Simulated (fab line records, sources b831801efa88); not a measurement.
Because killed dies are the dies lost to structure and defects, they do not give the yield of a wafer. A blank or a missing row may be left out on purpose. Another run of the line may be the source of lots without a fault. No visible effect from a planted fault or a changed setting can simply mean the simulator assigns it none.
Which tool was responsible? | flow sky130 | 13 lots with 39 wafers sampled at 3 steps, on a route of 708 steps

## WHAT EACH GAUGE READ, for each wafer
SKY_POLY_GATE_THK_MEAS_04. Usual: POLY_GATE_CVD_03_THK typically reads 74.9 nm, with standard deviation 0.75.
lot  | measured     | on            | POLY_GATE_CVD_03_THK (nm) | flag
L108 | day 15 06:31 | film_metro-02 | 74.8 73.9 74.1            |
L109 | day 16 00:31 | film_metro-02 | 74.7 74.7 75.2            |
L110 | day 16 11:40 | film_metro-04 | 74.8 75.5 75.4            |
L111 | day 17 00:56 | film_metro-04 | 76.4 75.5 76.0            |
L113 | day 17 16:39 | film_metro-04 | 75.2 75.8 75.5            |
L114 | day 18 01:38 | film_metro-02 | 75.8 75.6 74.9            |
L117 | day 18 20:07 | film_metro-01 | 75.1 75.6 75.4            |
L119 | day 19 14:19 | film_metro-04 | 75.8 75.4 75.7            |
L120 | day 20 07:26 | film_metro-04 | 74.5 74.4 73.8            |
L122 | day 20 19:32 | film_metro-01 | 76.6 76.3 76.3            |
L124 | day 22 07:01 | film_metro-01 | 74.5 74.1 75.3            |
L126 | day 22 07:01 | film_metro-04 | 76.1 75.6 76.4            |
L130 | day 23 06:54 | film_metro-04 | 74.5 74.0 74.7            |

SKY_SD_N_CD_MEAS_07: target cd 380 nm. Usual: cd_nm 380.0 nm, standard deviation 2.3.
lot  | measured     | on        | cd_nm (nm)        | flag
L108 | day 27 20:28 | cd_sem-02 | 384.6 381.4 382.0 |
L109 | day 28 16:23 | cd_sem-02 | 377.9 377.4 377.5 |
L110 | day 29 05:52 | cd_sem-01 | 378.4 380.3 381.2 |
L111 | day 29 23:05 | cd_sem-02 | 376.9 378.2 380.4 |
L113 | day 30 07:57 | cd_sem-01 | 380.3 377.1 378.8 |
L114 | day 30 16:21 | cd_sem-01 | 380.8 382.0 383.4 |
L117 | day 31 08:14 | cd_sem-01 | 378.8 381.5 382.4 |
L119 | day 31 23:26 | cd_sem-02 | 380.8 381.5 378.4 |
L120 | day 32 16:17 | cd_sem-01 | 230.3 231.0 233.6 | OFF
L122 | day 33 01:17 | cd_sem-01 | 237.0 237.4 236.0 | OFF
L124 | day 34 10:17 | cd_sem-02 | 382.2 383.1 380.9 |
L126 | day 34 11:11 | cd_sem-02 | 381.6 382.6 382.1 |
L130 | day 35 07:37 | cd_sem-01 | 381.6 383.7 381.0 |

## TOOL THAT RAN EACH LOT (tool first, then ch and the chambers of the sampled wafers, then the start)
lot  | SKY_SD_N_DEVELOP_06
L108 | litho_track-04 ch 0, day 27 20:19
L109 | litho_track-02 ch 0, day 28 16:14
L110 | litho_track-01 ch 0, day 29 05:36
L111 | litho_track-01 ch 0, day 29 22:57
L113 | litho_track-01 ch 0, day 30 07:48
L114 | litho_track-04 ch 0, day 30 16:13
L117 | litho_track-02 ch 0, day 31 08:05
L119 | litho_track-02 ch 0, day 31 23:17
L120 | litho_track-02 ch 0, day 32 16:08
L122 | litho_track-02 ch 0, day 33 01:08
L124 | litho_track-04 ch 0, day 34 10:08
L126 | litho_track-04 ch 0, day 34 11:02
L130 | litho_track-04 ch 0, day 35 07:28
- SKY_SD_N_DEVELOP_06: develop time 60 s.

## AS READ BY THE TOOLS THEMSELVES (means over the sampled wafers that have a number; for cases with no such wafer, the mark the record gives instead)
SKY_SD_N_DEVELOP_06. Usual: chill_plate_temp_C 23.01 C, standard deviation 0.12.
lot  | tool           | chill_plate_temp_C (C) | flag
L108 | litho_track-04 | 23.18                  |
L109 | litho_track-02 | 23.08                  |
L110 | litho_track-01 | 23.04                  |
L111 | litho_track-01 | 23.02                  |
L113 | litho_track-01 | 23.09                  |
L114 | litho_track-04 | 22.74                  |
L117 | litho_track-02 | 23.00                  |
L119 | litho_track-02 | 23.11                  |
L120 | litho_track-02 | 22.99                  |
L122 | litho_track-02 | 22.94                  |
L124 | litho_track-04 | 23.00                  |
L126 | litho_track-04 | 23.00                  |
L130 | litho_track-04 | 22.97                  |

## THE ANSWER, worked out from the rows above alone
Rule: lot off if the mean of its wafers having a number is beyond 3 standard deviations from the usual mean. A lot without any number at a reading at which 4 lots or more have one is off too. Any other lot the step has rows for is counted as sound. The gauges are gone through in route order, then the tools' own readings, and for those a lot's mean is taken as printed above. At the first step where some lot is off, the reading lying furthest off is the one used; lots without a number count as furthest.
Off at SKY_SD_N_CD_MEAS_07 (cd_nm): L120, L122.
If a tool, at a process step before that reading, ran all the lots that are off and no sound lot after the first of them, it fits. The gauges at SKY_SD_N_CD_MEAS_07 are tried like those tools. One fits: litho_track-02 at SKY_SD_N_DEVELOP_06. Its last sound lot is L119 (day 31 23:17), its first lot that is off L120 (day 32 16:08): a fault that began between those two fits.

## WHAT HAD BEEN PUT IN BY THE SIMULATOR
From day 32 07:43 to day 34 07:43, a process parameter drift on litho_track-02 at SKY_SD_N_DEVELOP_06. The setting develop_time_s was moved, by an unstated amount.
Struck lots among those shown: L120, L122. The rule above reached the same finding.
